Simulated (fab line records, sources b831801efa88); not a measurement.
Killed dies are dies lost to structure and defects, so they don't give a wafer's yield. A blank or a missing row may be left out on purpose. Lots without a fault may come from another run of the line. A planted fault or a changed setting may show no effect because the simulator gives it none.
fab line records | flow gf180mcu
record lots=5 wafers=15 last_day=33
route steps=602 shown VT_IMPLANT@131 MVSD@136 NWELL@137 LVPWELL@138 MVPSD@139 DUAL_GATE@141 POLY_GATE@157
lots that met no fault: from a run of the same line without faults
start_h: hours from the record's first day to the start of the lot's first wafer shown | wait_h: hours since the lot's step before | " the same as in the row above | L1.1+2: a row that stands for several wafers | - no value, or no start given | * or withheld: withheld | < > ~ a bound
route shown NAME@n: a module of which the file shows steps, and the number in the route of the first | usual: mean/standard deviation of fault-free wafers | same: alike in all rows | chamber/n: place in a boat | sites: the reading at each site | _std_site: their standard deviation | _edge_site: outer sites' mean less inner sites' | radius_mm: how far each site lies from the wafer's centre | mask NAME#n: copy n | behind: the tool/chamber that last shaped the wafer | hold: why the lot was held/for how many hours/how that ended | device: the transistor (n, p or np) that didn't switch | end of line: the same wafers' tests at the end of the route | a step without rows: its recipe alone | killed: dies lost to structure and defects at the first sort, not the wafer's yield | map: a wafer's dies, x killed, . not, _ none there
set.NAME: the setting as run; set.NAME@STEP: as run at that earlier step | model.NAME: the simulator's own value behind a step, which no gauge read
lots at some steps of the route; a table a step, a row a wafer
services: from which hour (start_h, from the record's first day; less than 0 if before it) a tool's chamber was out of use, for how many hours, and why
## steps
# step GF_VT_IMPLANT_IMPLANT_41
# recipe species=As energy_kev=70 dose_cm2=1.013e+12 tilt_deg=7
# usual end_station_pressure_torr=5.01e-06/2.7e-07 tilt_deg=7.000/0.02
# columns lot.wafer tool chamber start_h wait_h end_station_pressure_torr tilt_deg
L074.3 implanter-01 0 158.47 0.1 5.12e-06 7.008
L074.4 " 0 " " 4.34e-06 6.991
L074.6 " 0 " " 5.24e-06 6.970
L077.3 implanter-04 0 175.25 0.1 5.55e-06 7.011
L077.5 " 0 " " 5.09e-06 6.983
L077.6 " 0 " " 4.89e-06 6.975
L084.1 implanter-02 0 225.90 0.0 5.33e-06 6.931
L084.3 " 0 " " 4.72e-06 6.948
L084.5 " 0 " " 5.1e-06 6.970
L087.2 implanter-04 0 243.14 0.0 5.1e-06 6.999
L087.3 " 0 " " 5.04e-06 7.046
L087.5 " 0 " " 5.21e-06 7.019
L090.2 implanter-01 0 266.67 0.0 4.94e-06 7.014
L090.4 " 0 " " 5.01e-06 7.010
L090.5 " 0 " " 5.31e-06 7.011
# step GF_VT_IMPLANT_STRIP_42
# recipe chemistry=O2/N2 power_w=1400 pressure_mtorr=1500 platen_temp_c=250 o2_flow_sccm=3000 n2_flow_sccm=300 overash_fraction=0.5
# usual drypump_motor_current_A=5.9/0.32 heater_power_w=330/24 oes_product_au=0.716/0.0051 strip_time_to_endpoint_s=12.64/0.032
# columns lot.wafer tool chamber start_h wait_h drypump_motor_current_A heater_power_w oes_product_au rf_hours_counter_h strip_time_to_endpoint_s
L074.3 plasma_asher-03 0 158.60 0.1 6.2 383 0.720 - 12.66
L074.4 " 1 " " 5.4 309 0.722 - 12.64
L074.6 " 1 " " 5.4 317 0.713 - 12.68
L077.3 plasma_asher-03 0 175.39 0.1 6.2 380 0.716 - 12.63
L077.5 " 0 " " 6.2 378 0.711 - 12.64
L077.6 " 1 " " 5.4 312 0.715 - 12.57
L084.1 plasma_asher-03 1 226.05 0.1 5.4 309 0.725 60 12.67
L084.3 " 1 " " 5.4 318 0.715 - 12.69
L084.5 " 1 " " 5.4 315 0.724 - 12.64
L087.2 plasma_asher-01 1 243.27 0.1 6.0 331 0.717 14 12.66
L087.3 " 0 " " 5.6 307 0.711 - 12.69
L087.5 " 1 " " 6.0 327 0.720 - 12.65
L090.2 plasma_asher-02 0 266.80 0.1 5.8 323 0.707 44 12.65
L090.4 " 0 " " 5.8 324 0.712 - 12.65
L090.5 " 1 " " 6.3 337 0.710 - 12.60
# step GF_VT_IMPLANT_TW_MEAS_43
# usual VT_IMPLANT_4_TW=696/3.6
# columns lot.wafer tool chamber start_h wait_h VT_IMPLANT_4_TW
L074.3 film_metro-01 - 158.69 0.1 694
L074.4 " - " " 696
L074.6 " - " " 692
L077.3 film_metro-01 - 175.47 0.1 689
L077.5 " - " " 690
L077.6 " - " " 689
L084.1 film_metro-04 - 226.15 0.1 697
L084.3 " - " " 699
L084.5 " - " " 697
L087.2 film_metro-01 - 243.38 0.1 698
L087.3 " - " " 696
L087.5 " - " " 696
L090.2 film_metro-02 - 266.91 0.1 695
L090.4 " - " " 699
L090.5 " - " " 702
# step GF_VT_IMPLANT_CLEAN_44
# recipe chemistry=SC1/SC2 mix=1:4:20 temp_c=70 time_s=150 dry=n2_spin
# columns lot.wafer tool chamber start_h wait_h
L074.3+4+6 wet_bench-04 2 158.73 0.0
L077.3+5+6 wet_bench-03 0 175.51 0.0
L084.1+3+5 wet_bench-03 0 226.21 0.1
L087.2+3+5 wet_bench-04 0 243.43 0.0
L090.2+4+5 wet_bench-04 3 266.96 0.0
# step GF_VT_IMPLANT_RTA_45
# recipe temp_c=1050 time_s=30 ambient=N2
# usual lamp_power_pct=39/3.6 wafer_temp_C_max=1055.1/1.1
# columns lot.wafer tool chamber start_h wait_h lamp_power_pct wafer_temp_C_max
L074.3 rtp_anneal-01 0 158.90 0.1 43 1055.6
L074.4 " 0 " " 43 1054.8
L074.6 " 0 " " 43 1053.5
L077.3 rtp_anneal-02 0 175.60 0.0 36 1057.1
L077.5 " 0 " " 36 1056.8
L077.6 " 0 " " 36 1054.8
L084.1 rtp_anneal-02 0 226.26 0.0 36 1055.2
L084.3 " 0 " " 36 1054.7
L084.5 " 0 " " 36 1055.4
L087.2 rtp_anneal-01 0 243.49 0.0 43 1054.1
L087.3 " 0 " " 43 1054.9
L087.5 " 0 " " 43 1054.6
L090.2 rtp_anneal-02 0 267.02 0.0 36 1055.1
L090.4 " 0 " " 36 1055.0
L090.5 " 0 " " 36 1054.5
# step GF_VT_IMPLANT_RS_MEAS_46
# recipe thk_meas_gauge=four-point-probe
# usual MVSD_RS=456.3/1.1
# columns lot.wafer tool chamber start_h wait_h MVSD_RS[ohm/sq]
L074.3 film_metro-01 - 159.07 0.1 457.7
L074.4 " - " " 457.2
L074.6 " - " " 456.9
L077.3 film_metro-01 - 175.70 0.1 456.9
L077.5 " - " " 456.2
L077.6 " - " " 456.6
L084.1 film_metro-03 - 226.36 0.1 456.3
L084.3 " - " " 456.9
L084.5 " - " " 455.7
L087.2 film_metro-04 - 243.60 0.1 457.3
L087.3 " - " " 457.5
L087.5 " - " " 456.8
L090.2 film_metro-04 - 267.13 0.1 457.6
L090.4 " - " " 457.7
L090.5 " - " " 457.8
# step GF_VT_IMPLANT_RS_MEAS_47
# recipe thk_meas_gauge=four-point-probe
# usual NWELL_RS=487.9/1.4
# columns lot.wafer tool chamber start_h wait_h NWELL_RS[ohm/sq]
L074.3 film_metro-01 - 159.19 0.1 485.7
L074.4 " - " " 487.3
L074.6 " - " " 488.2
L077.3 film_metro-01 - 175.82 0.1 486.5
L077.5 " - " " 485.4
L077.6 " - " " 485.8
L084.1 film_metro-03 - 226.48 0.1 488.8
L084.3 " - " " 489.4
L084.5 " - " " 488.5
L087.2 film_metro-04 - 243.72 0.1 491.0
L087.3 " - " " 490.4
L087.5 " - " " 489.5
L090.2 film_metro-04 - 267.25 0.1 488.0
L090.4 " - " " 488.7
L090.5 " - " " 487.3
# step GF_VT_IMPLANT_RS_MEAS_48
# recipe thk_meas_gauge=four-point-probe
# usual LVPWELL_RS=1196/3.3
# columns lot.wafer tool chamber start_h wait_h LVPWELL_RS[ohm/sq]
L074.3 film_metro-01 - 159.31 0.1 1192
L074.4 " - " " 1192
L074.6 " - " " 1195
L077.3 film_metro-01 - 175.94 0.1 1203
L077.5 " - " " 1194
L077.6 " - " " 1197
L084.1 film_metro-03 - 226.60 0.1 1195
L084.3 " - " " 1198
L084.5 " - " " 1195
L087.2 film_metro-04 - 243.84 0.1 1206
L087.3 " - " " 1205
L087.5 " - " " 1204
L090.2 film_metro-04 - 267.37 0.1 1199
L090.4 " - " " 1199
L090.5 " - " " 1197
# step GF_VT_IMPLANT_RS_MEAS_49
# recipe thk_meas_gauge=four-point-probe
# usual MVPSD_RS=1169/3.2
# columns lot.wafer tool chamber start_h wait_h MVPSD_RS[ohm/sq]
L074.3 film_metro-01 - 159.43 0.1 1165
L074.4 " - " " 1167
L074.6 " - " " 1167
L077.3 film_metro-01 - 176.06 0.1 1162
L077.5 " - " " 1166
L077.6 " - " " 1165
L084.1 film_metro-03 - 226.72 0.1 1164
L084.3 " - " " 1165
L084.5 " - " " 1163
L087.2 film_metro-04 - 243.96 0.1 1173
L087.3 " - " " 1168
L087.5 " - " " 1170
L090.2 film_metro-04 - 267.49 0.1 1171
L090.4 " - " " 1167
L090.5 " - " " 1165
# step GF_VT_IMPLANT_WET_ETCH_50
# recipe chemistry=dHF target_depth_nm=20 target=SiO2 temp_c=25 dilution=100:1 time_s=400
# columns lot.wafer tool chamber start_h wait_h
L074.3+4+6 wet_bench-03 2 159.51 0.1
L077.3+5+6 wet_bench-04 0 176.14 0.1
L084.1+3+5 wet_bench-03 0 226.84 0.1
L087.2+3+5 wet_bench-01 2 244.06 0.1
L090.2+4+5 wet_bench-04 3 267.59 0.1
# step GF_DUAL_GATE_CLEAN_00
# recipe chemistry=SC1/SC2 mix=1:4:20 temp_c=70 time_s=150
# columns lot.wafer tool chamber start_h wait_h
L074.3+4+6 wet_bench-04 0 159.63 0.0
L077.3+5+6 wet_bench-03 2 176.38 0.0
L084.1+3+5 wet_bench-04 3 226.96 0.0
L087.2+3+5 wet_bench-04 2 244.18 0.0
L090.2+4+5 wet_bench-03 3 267.71 0.0
# step GF_DUAL_GATE_CLEAN_01
# recipe chemistry=dHF time_s=20 dilution=100:1 dry=ipa_marangoni
# columns lot.wafer tool chamber start_h wait_h
L074.3+4+6 wet_bench-03 3 159.73 0.0
L077.3+5+6 wet_bench-01 0 176.43 0.0
L084.1+3+5 wet_bench-01 3 227.02 0.0
L087.2+3+5 wet_bench-03 1 244.23 0.0
L090.2+4+5 wet_bench-04 2 267.76 0.0
# step GF_DUAL_GATE_OXIDATION_02
# recipe temp_c=900 ambient=O2 stabilise_s=600 purge_s=300 target_thk_a=108.87 ox_time_s=1602
# same stabilise_s=600
# columns lot.wafer tool chamber start_h wait_h
L074.3+4+6 furnace-01 0 159.74 0.0
L077.3+5+6 furnace-02 0 176.51 0.1
L084.1+3+5 furnace-02 0 228.78 1.7
L087.2+3+5 furnace-01 0 244.24 0.0
L090.2+4+5 furnace-02 0 267.77 0.0
# step GF_DUAL_GATE_THK_MEAS_03
# recipe reads=SiO2_of_DUAL_GATE_OXIDATION_02
# usual DUAL_GATE_OXIDATION_00_THK=10.96/0.24
# columns lot.wafer tool chamber start_h wait_h DUAL_GATE_OXIDATION_00_THK[nm]
L074.3 film_metro-03 - 161.21 0.0 11.05
L074.4 " - " " 11.15
L074.6 " - " " 11.14
L077.3 film_metro-02 - 177.98 0.0 10.99
L077.5 " - " " 11.32
L077.6 " - " " 10.98
L084.1 film_metro-01 - 230.22 0.0 10.75
L084.3 " - " " 10.84
L084.5 " - " " 10.67
L087.2 film_metro-02 - 245.70 0.0 11.03
L087.3 " - " " 11.06
L087.5 " - " " 10.98
L090.2 film_metro-01 - 269.23 0.0 10.70
L090.4 " - " " 10.87
L090.5 " - " " 11.02
# step GF_DUAL_GATE_DEHYDRATE_04
# recipe temp_c=200 time_s=60
# columns lot.wafer tool chamber start_h wait_h
L074.3+4+6 litho_track-02 0 168.44 7.2
L077.3+5+6 litho_track-02 0 185.54 7.6
L084.1+3+5 litho_track-02 0 238.34 8.1
L087.2+3+5 litho_track-04 0 254.96 9.3
L090.2+4+5 litho_track-04 0 278.46 9.2
# step GF_DUAL_GATE_HMDS_05
# recipe prime_time_s=60 prime_temp_c=120
# columns lot.wafer tool chamber start_h wait_h
L074.3+4+6 litho_track-02 0 168.59 0.1
L077.3+5+6 litho_track-02 0 185.69 0.1
L084.1+3+5 litho_track-02 0 238.49 0.1
L087.2+3+5 litho_track-04 0 255.11 0.1
L090.2+4+5 litho_track-04 0 278.61 0.1
# step GF_DUAL_GATE_COAT_06
# recipe resist=NOVOLAK spin_rpm=3000 resist_thk_nm=1000
# columns lot.wafer tool chamber start_h wait_h
L074.3+4+6 litho_track-02 0 168.74 0.1
L077.3+5+6 litho_track-02 0 185.84 0.1
L084.1+3+5 litho_track-02 0 238.64 0.1
L087.2+3+5 litho_track-04 0 255.26 0.1
L090.2+4+5 litho_track-04 0 278.76 0.1
# step GF_DUAL_GATE_SOFTBAKE_07
# recipe temp_c=90 time_s=60 resist=NOVOLAK
# columns lot.wafer tool chamber start_h wait_h
L074.3+4+6 litho_track-02 0 168.89 0.1
L077.3+5+6 litho_track-02 0 185.99 0.1
L084.1+3+5 litho_track-02 0 238.79 0.1
L087.2+3+5 litho_track-04 0 255.41 0.1
L090.2+4+5 litho_track-04 0 278.91 0.1
# step GF_DUAL_GATE_EXPOSE_08
# recipe mask_id=Dualgate target_cd_nm=700 na=0.6 source_shape=conventional sigma_outer=0.6 dose_mj=140
# same na=0.6
# columns lot.wafer tool chamber start_h wait_h mask
L074.3+4+6 iline_stepper-02 0 - - Dualgate#0
L077.3+5+6 iline_stepper-02 0 - - Dualgate#0
L084.1+3+5 iline_stepper-02 0 - - Dualgate#0
L087.2+3+5 iline_stepper-02 0 - - Dualgate#0
L090.2+4+5 iline_stepper-01 0 - - Dualgate#0
# step GF_DUAL_GATE_PEB_09
# recipe temp_c=withheld time_s=* resist=NOVOLAK
# columns lot.wafer tool chamber start_h wait_h
L074.3+4+6 litho_track-02 0 - -
L077.3+5+6 litho_track-04 0 - -
L084.1+3+5 litho_track-04 0 - -
L087.2+3+5 litho_track-03 0 - -
L090.2+4+5 litho_track-04 0 - -
# step GF_DUAL_GATE_DEVELOP_10
# recipe develop_time_s=60 dev_temp_c=23
# columns lot.wafer tool chamber start_h wait_h
L074.3+4+6 litho_track-02 0 177.04 0.1
L077.3+5+6 litho_track-04 0 194.38 0.1
L084.1+3+5 litho_track-04 0 248.03 0.1
L087.2+3+5 litho_track-03 0 264.58 0.1
L090.2+4+5 litho_track-04 0 289.06 0.1
# step GF_DUAL_GATE_OVL_MEAS_11
# usual DUAL_GATE_OVL=-0.3/1.4
# columns lot.wafer tool chamber start_h wait_h DUAL_GATE_OVL[nm]
L074.3 overlay-01 - 177.15 0.1 -0.4
L074.4 " - " " 1.0
L074.6 " - " " 3.0
L077.3 overlay-02 - 194.49 0.1 -1.4
L077.5 " - " " 1.4
L077.6 " - " " 1.7
L084.1 overlay-01 - 248.18 0.1 0.4
L084.3 " - " " -2.5
L084.5 " - " " -1.1
L087.2 overlay-01 - 264.72 0.1 -1.4
L087.3 " - " " 0.0
L087.5 " - " " 0.0
L090.2 overlay-01 - 289.19 0.1 -0.3
L090.4 " - " " -0.3
L090.5 " - " " -0.3
# step GF_DUAL_GATE_WET_ETCH_12
# recipe chemistry=dHF target_depth_nm=13 dry=n2_spin target=SiO2 temp_c=25 dilution=100:1 time_s=260
# columns lot.wafer tool chamber start_h wait_h
L074.3+4+6 wet_bench-03 0 177.18 0.0
L077.3+5+6 wet_bench-03 1 194.52 0.0
L084.1+3+5 wet_bench-03 2 248.22 0.0
L087.2+3+5 wet_bench-01 3 264.75 0.0
L090.2+4+5 wet_bench-03 2 289.22 0.0
# step GF_DUAL_GATE_STRIP_13
# recipe chemistry=O2/N2 power_w=1400 pressure_mtorr=1500 platen_temp_c=250 o2_flow_sccm=3000 n2_flow_sccm=300 overash_fraction=0.5
# usual drypump_motor_current_A=5.9/0.33 heater_power_w=326/14 oes_product_au=0.717/0.0051 strip_time_to_endpoint_s=12.63/0.032
# columns lot.wafer tool chamber start_h wait_h drypump_motor_current_A heater_power_w oes_product_au rf_hours_counter_h strip_time_to_endpoint_s
L074.3 plasma_asher-01 1 177.29 0.0 6.0 327 0.720 - 12.60
L074.4 " 0 " " 5.6 311 0.717 - 12.54
L074.6 " 1 " " 6.0 333 0.716 - 12.55
L077.3 plasma_asher-04 0 194.63 0.0 6.2 355 0.710 - 12.58
L077.5 " 1 " " 5.3 326 0.722 - 12.62
L077.6 " 0 " " 6.2 343 0.721 - 12.61
L084.1 plasma_asher-02 0 248.31 0.0 5.8 330 0.712 42 12.60
L084.3 " 1 " " 6.3 325 0.710 - 12.67
L084.5 " 1 " " 6.3 340 0.726 - 12.63
L087.2 plasma_asher-02 1 264.83 0.0 6.3 337 0.714 44 12.64
L087.3 " 0 " " 5.8 324 0.710 - 12.64
L087.5 " 1 " " 6.3 322 0.710 - 12.61
L090.2 plasma_asher-04 1 289.30 0.0 5.3 327 0.710 62 12.67
L090.4 " 1 " " 5.3 321 0.719 - 12.60
L090.5 " 1 " " 5.3 330 0.713 - 12.67
# step GF_DUAL_GATE_CLEAN_14
# recipe chemistry=SC1/SC2 mix=1:4:20 temp_c=70 time_s=150 dry=n2_spin
# columns lot.wafer tool chamber start_h wait_h
L074.3+4+6 wet_bench-03 3 177.36 0.0
L077.3+5+6 wet_bench-04 3 194.70 0.0
L084.1+3+5 wet_bench-01 1 248.41 0.1
L087.2+3+5 wet_bench-03 3 264.93 0.1
L090.2+4+5 wet_bench-04 3 289.40 0.1
# step GF_DUAL_GATE_OXIDATION_15
# recipe temp_c=850 ambient=O2 stabilise_s=600 purge_s=300 target_thk_a=70.98 ox_time_s=1995
# same stabilise_s=600
# columns lot.wafer tool chamber start_h wait_h
L074.3+4+6 furnace-02 0 177.96 0.6
L077.3+5+6 furnace-01 0 194.80 0.0
L084.1+3+5 furnace-02 0 248.46 0.0
L087.2+3+5 furnace-01 0 264.98 0.0
L090.2+4+5 furnace-02 0 291.74 2.3
# step GF_POLY_GATE_CVD_00
# recipe material=poly-Si target_thk_nm=200 temp_c=620 time_s=1200 pressure_mtorr=200
# usual pressure_mtorr=199.9/0.38
# columns lot.wafer tool chamber start_h wait_h pressure_mtorr
L074.3 lpcvd-02 0 179.51 0.0 200.1
L074.4 " 0 " " 200.4
L074.6 " 0 " " 200.0
L077.3 lpcvd-01 1 196.35 0.0 200.0
L077.5 " 1 " " 200.2
L077.6 " 1 " " 199.7
L084.1 lpcvd-02 0 250.01 0.0 200.3
L084.3 " 0 " " 200.0
L084.5 " 0 " " 199.9
L087.2 lpcvd-02 1 266.53 0.0 200.3
L087.3 " 1 " " 200.3
L087.5 " 1 " " 200.3
L090.2 lpcvd-01 1 293.29 0.0 199.8
L090.4 " 1 " " 200.2
L090.5 " 1 " " 200.1
# step GF_POLY_GATE_THK_MEAS_01
# recipe reads=poly-Si_of_POLY_GATE_CVD_00
# usual POLY_GATE_CVD_00_THK=201.1/2
# columns lot.wafer tool chamber start_h wait_h POLY_GATE_CVD_00_THK[nm]
L074.3 film_metro-04 - 180.87 0.0 203.6
L074.4 " - " " 202.0
L074.6 " - " " 200.6
L077.3 film_metro-04 - 197.71 0.0 201.7
L077.5 " - " " 200.5
L077.6 " - " " 202.0
L084.1 film_metro-04 - 251.34 0.0 201.0
L084.3 " - " " 201.5
L084.5 " - " " 201.4
L087.2 film_metro-03 - 267.87 0.0 200.0
L087.3 " - " " 199.0
L087.5 " - " " 197.2
L090.2 film_metro-02 - 294.63 0.0 198.4
L090.4 " - " " 197.4
L090.5 " - " " 198.0
# step GF_POLY_GATE_DEHYDRATE_02
# recipe temp_c=200 time_s=60
# columns lot.wafer tool chamber start_h wait_h
L074.3+4+6 litho_track-01 0 189.02 8.1
L077.3+5+6 litho_track-04 0 205.63 7.9
L084.1+3+5 litho_track-02 0 259.69 8.3
L087.2+3+5 litho_track-04 0 276.71 8.8
L090.2+4+5 litho_track-02 0 303.61 9.0
# step GF_POLY_GATE_HMDS_03
# recipe prime_time_s=60 prime_temp_c=120
# columns lot.wafer tool chamber start_h wait_h
L074.3+4+6 litho_track-01 0 189.17 0.1
L077.3+5+6 litho_track-04 0 205.78 0.1
L084.1+3+5 litho_track-02 0 259.84 0.1
L087.2+3+5 litho_track-04 0 276.86 0.1
L090.2+4+5 litho_track-02 0 303.76 0.1
# step GF_POLY_GATE_COAT_04
# recipe resist=BARC temp_c=withheld time_s=withheld spin_rpm=withheld resist_thk_nm=withheld
# columns lot.wafer tool chamber start_h wait_h
L074.3+4+6 litho_track-01 0 189.32 0.1
L077.3+5+6 litho_track-04 0 205.93 0.1
L084.1+3+5 litho_track-02 0 259.99 0.1
L087.2+3+5 litho_track-04 0 277.01 0.1
L090.2+4+5 litho_track-02 0 303.91 0.1
# step GF_POLY_GATE_COAT_05
# recipe resist=KrF spin_rpm=withheld resist_thk_nm=700
# columns lot.wafer tool chamber start_h wait_h
L074.3+4+6 litho_track-01 0 - -
L077.3+5+6 litho_track-04 0 - -
L084.1+3+5 litho_track-02 0 - -
L087.2+3+5 litho_track-04 0 - -
L090.2+4+5 litho_track-02 0 - -
# step GF_POLY_GATE_SOFTBAKE_06
# recipe temp_c=130 time_s=60 resist=KrF
# columns lot.wafer tool chamber start_h wait_h
L074.3+4+6 litho_track-01 0 - -
L077.3+5+6 litho_track-04 0 - -
L084.1+3+5 litho_track-02 0 - -
L087.2+3+5 litho_track-04 0 - -
L090.2+4+5 litho_track-02 0 - -
# step GF_POLY_GATE_EXPOSE_07
# recipe mask_id=Poly2 target_cd_nm=280 na=0.68 source_shape=conventional sigma_outer=0.6 dose_mj=28
# same na=0.68
# columns lot.wafer tool chamber start_h wait_h mask
L074.3+4+6 krf_scanner-01 0 - - Poly2#0
L077.3+5+6 krf_scanner-02 0 - - Poly2#0
L084.1+3+5 krf_scanner-02 0 - - Poly2#0
L087.2+3+5 krf_scanner-02 0 - - Poly2#0
L090.2+4+5 krf_scanner-01 0 - - Poly2#0
# step GF_POLY_GATE_PEB_08
# recipe peb_temp_c=135 peb_time_s=90 resist=KrF
# columns lot.wafer tool chamber start_h wait_h
L074.3+4+6 litho_track-02 0 - -
L077.3+5+6 litho_track-01 0 - -
L084.1+3+5 litho_track-04 0 - -
L087.2+3+5 litho_track-02 0 - -
L090.2+4+5 litho_track-02 0 - -
# step GF_POLY_GATE_DEVELOP_09
# recipe develop_time_s=60 resist=KrF dev_temp_c=21
# columns lot.wafer tool chamber start_h wait_h
L074.3+4+6 litho_track-02 0 197.54 0.1
L077.3+5+6 litho_track-01 0 215.47 0.1
L084.1+3+5 litho_track-04 0 269.38 0.2
L087.2+3+5 litho_track-02 0 286.96 0.2
L090.2+4+5 litho_track-02 0 314.51 0.2
# step GF_POLY_GATE_CD_MEAS_10
# recipe target_cd_nm=280
# usual cd_nm=279.1/1.2
# columns lot.wafer tool chamber start_h wait_h cd_nm
L074.3 cd_sem-01 - 197.68 0.1 279.7
L074.4 " - " " 279.6
L074.6 " - " " 279.8
L077.3 cd_sem-01 - 215.61 0.1 278.3
L077.5 " - " " 280.0
L077.6 " - " " 279.9
L084.1 cd_sem-02 - 269.53 0.1 279.3
L084.3 " - " " 278.8
L084.5 " - " " 279.2
L087.2 cd_sem-02 - 287.11 0.1 280.2
L087.3 " - " " 279.9
L087.5 " - " " 280.4
L090.2 cd_sem-02 - 314.66 0.1 280.9
L090.4 " - " " 281.5
L090.5 " - " " 280.6
# step GF_POLY_GATE_OVL_MEAS_11
# usual POLY_GATE_OVL=-3/5.6
# columns lot.wafer tool chamber start_h wait_h POLY_GATE_OVL[nm]
L074.3 overlay-02 - 197.77 0.1 0
L074.4 " - " " -5
L074.6 " - " " 1
L077.3 overlay-02 - 215.70 0.1 3
L077.5 " - " " 4
L077.6 " - " " 5
L084.1 overlay-02 - 269.65 0.1 -2
L084.3 " - " " -3
L084.5 " - " " -4
L087.2 overlay-02 - 287.21 0.1 -2
L087.3 " - " " -6
L087.5 " - " " -4
L090.2 overlay-02 - 314.76 0.1 -10
L090.4 " - " " -5
L090.5 " - " " -9
# step GF_POLY_GATE_ETCH_12
# recipe chemistry=N2/H2 target_depth_a=withheld overetch_a=withheld time_s=withheld target=BARC ion_energy_ev=200 source_w=500 bias_w=100 pressure_mtorr=30 n2_flow_sccm=100 h2_flow_sccm=200
# usual bias_w=100.06/0.28 drypump_motor_current_A=5.8/0.48 oes_product_au=0.736/0.0042 throttle_valve_pct=13.214/0.0079
# columns lot.wafer tool chamber start_h wait_h bias_w drypump_motor_current_A oes_product_au throttle_valve_pct
L074.3 rie_diel-01 0 197.80 0.0 100.30 5.4 0.743 13.205
L074.4 " 1 " " 99.90 6.2 0.735 13.210
L074.6 " 1 " " 99.81 6.3 0.734 13.207
L077.3 rie_diel-02 2 215.72 0.0 100.59 5.7 0.740 13.215
L077.5 " 0 " " 100.37 5.3 0.740 13.212
L077.6 " 3 " " 99.49 5.5 0.738 13.218
L084.1 rie_diel-02 0 269.69 0.0 100.33 5.3 0.738 13.212
L084.3 " 3 " " 100.31 5.5 0.730 13.229
L084.5 " 0 " " 100.06 5.3 0.743 13.226
L087.2 rie_diel-03 2 287.24 0.0 99.84 6.0 0.728 13.212
L087.3 " 1 " " 100.05 6.3 0.736 13.231
L087.5 " 3 " " 100.08 5.1 0.734 13.198
L090.2 rie_diel-03 1 314.79 0.0 100.36 6.3 0.747 13.202
L090.4 " 0 " " 99.84 5.2 0.737 13.211
L090.5 " 0 " " 100.26 5.2 0.745 13.222
# step GF_POLY_GATE_ETCH_13
# recipe target=poly-Si target_depth_nm=198.5 stop_on=SiO2 over_etch_frac=0.403 chemistry=HBr/Cl2 icp_w=400 bias_w=100 pressure_mtorr=10 HBr_flow_sccm=150 Cl2_flow_sccm=50 time_s=69.6
# usual bias_w=100.0/0.31 drypump_motor_current_A=5.7/0.55 oes_product_au=0.987/0.0071 throttle_valve_pct=33.685/0.0097
# same over_etch_frac=0.403
# columns lot.wafer tool chamber start_h wait_h bias_w drypump_motor_current_A oes_product_au rf_hours_counter_h throttle_valve_pct
L074.3 rie_si-01 0 197.85 - 100.7 5.6 0.976 12 33.673
L074.4 " 2 " " 99.9 6.7 0.985 26 33.679
L074.6 " 3 " " 99.9 5.9 0.993 - 33.682
L077.3 rie_si-01 1 215.77 - 99.5 5.4 0.981 72 33.689
L077.5 " 0 " " 99.9 5.5 0.982 - 33.686
L077.6 " 1 " " 99.7 5.4 0.986 - 33.672
L084.1 rie_si-01 0 269.74 - 100.0 5.6 0.987 12 33.685
L084.3 " 1 " " 99.8 5.4 0.992 73 33.677
L084.5 " 1 " " 99.3 5.4 0.988 - 33.695
L087.2 rie_si-01 3 287.30 - 100.0 5.8 0.980 75 33.696
L087.3 " 0 " " 100.2 5.6 0.978 12 33.690
L087.5 " 0 " " 100.2 5.6 0.993 - 33.688
L090.2 rie_si-01 2 314.84 - 100.1 6.7 0.989 28 33.688
L090.4 " 3 " " 100.0 5.9 0.991 75 33.677
L090.5 " 0 " " 99.6 5.6 0.983 - 33.694
# step GF_POLY_GATE_STRIP_14
# recipe chemistry=O2/N2 power_w=1400 pressure_mtorr=1500 platen_temp_c=250 o2_flow_sccm=3000 n2_flow_sccm=300 overash_fraction=0.5
# usual drypump_motor_current_A=5.9/0.38 heater_power_w=335/20 oes_product_au=0.505/0.0045
# columns lot.wafer tool chamber start_h wait_h drypump_motor_current_A heater_power_w oes_product_au rf_hours_counter_h
L074.3 plasma_asher-03 1 197.94 0.1 5.4 306 0.505 -
L074.4 " 0 " " 6.2 382 0.505 -
L074.6 " 0 " " 6.2 382 0.507 -
L077.3 plasma_asher-03 1 215.86 0.1 5.4 315 0.505 -
L077.5 " 1 " " 5.4 312 0.509 -
L077.6 " 0 " " 6.2 376 0.511 -
L084.1 plasma_asher-02 1 269.79 0.0 6.3 336 0.503 44
L084.3 " 1 " " 6.3 328 0.512 -
L084.5 " 0 " " 5.8 322 0.500 -
L087.2 plasma_asher-02 1 287.35 0.0 6.3 335 0.503 46
L087.3 " 1 " " 6.3 329 0.509 -
L087.5 " 0 " " 5.8 330 0.502 -
L090.2 plasma_asher-02 1 314.90 0.0 6.3 328 0.509 49
L090.4 " 0 " " 5.8 327 0.508 -
L090.5 " 1 " " 6.3 328 0.513 -
# step GF_POLY_GATE_CLEAN_15
# recipe chemistry=SC1/SC2 mix=1:4:20 temp_c=70 time_s=150 dry=n2_spin
# columns lot.wafer tool chamber start_h wait_h
L074.3+4+6 wet_bench-01 0 198.00 0.0
L077.3+5+6 wet_bench-02 0 215.93 0.0
L084.1+3+5 wet_bench-04 1 269.92 0.1
L087.2+3+5 wet_bench-01 2 287.45 0.1
L090.2+4+5 wet_bench-01 0 315.00 0.1
# step GF_POLY_GATE_OXIDATION_16
# recipe temp_c=850 ambient=O2 stabilise_s=600 purge_s=300 target_thk_a=40 ox_time_s=899
# same stabilise_s=600
# columns lot.wafer tool chamber start_h wait_h
L074.3+4+6 furnace-02 0 198.31 0.3
L077.3+5+6 furnace-02 0 215.98 0.0
L084.1+3+5 furnace-02 0 269.97 0.0
L087.2+3+5 furnace-01 0 287.50 0.0
L090.2+4+5 furnace-01 0 315.05 0.0
## services
# columns tool chamber start_h hours kind
implanter-01 - 140.83 1.7 repair
implanter-04 - 140.85 2.9 repair
plasma_asher-02 - 142.49 24.3 pm
krf_scanner-01 - 143.68 0.8 pm
iline_stepper-02 - 148.95 1.7 pm
krf_scanner-02 - 153.77 1.3 pm
iline_stepper-02 - 156.51 8.9 pm
lpcvd-01 - 170.96 1.0 repair
wet_bench-04 - 177.90 6.8 repair
lpcvd-01 - 181.00 1.7 repair
rie_diel-03 3 182.79 9.7 repair
rie_si-01 2 183.37 2.6 repair
furnace-02 - 193.98 2.9 pm
rie_diel-02 1 194.35 14.8 repair
krf_scanner-02 - 198.38 3.6 pm
krf_scanner-01 - 201.93 1.3 pm
krf_scanner-02 - 204.98 1.0 pm
krf_scanner-01 - 217.03 1.0 pm
krf_scanner-02 - 223.79 1.0 repair
krf_scanner-02 - 224.00 0.3 repair
furnace-02 - 225.24 3.5 pm
rie_si-01 3 255.05 4.9 repair
krf_scanner-02 - 287.52 0.8 pm
furnace-01 - 288.75 3.6 pm
## key
fault none
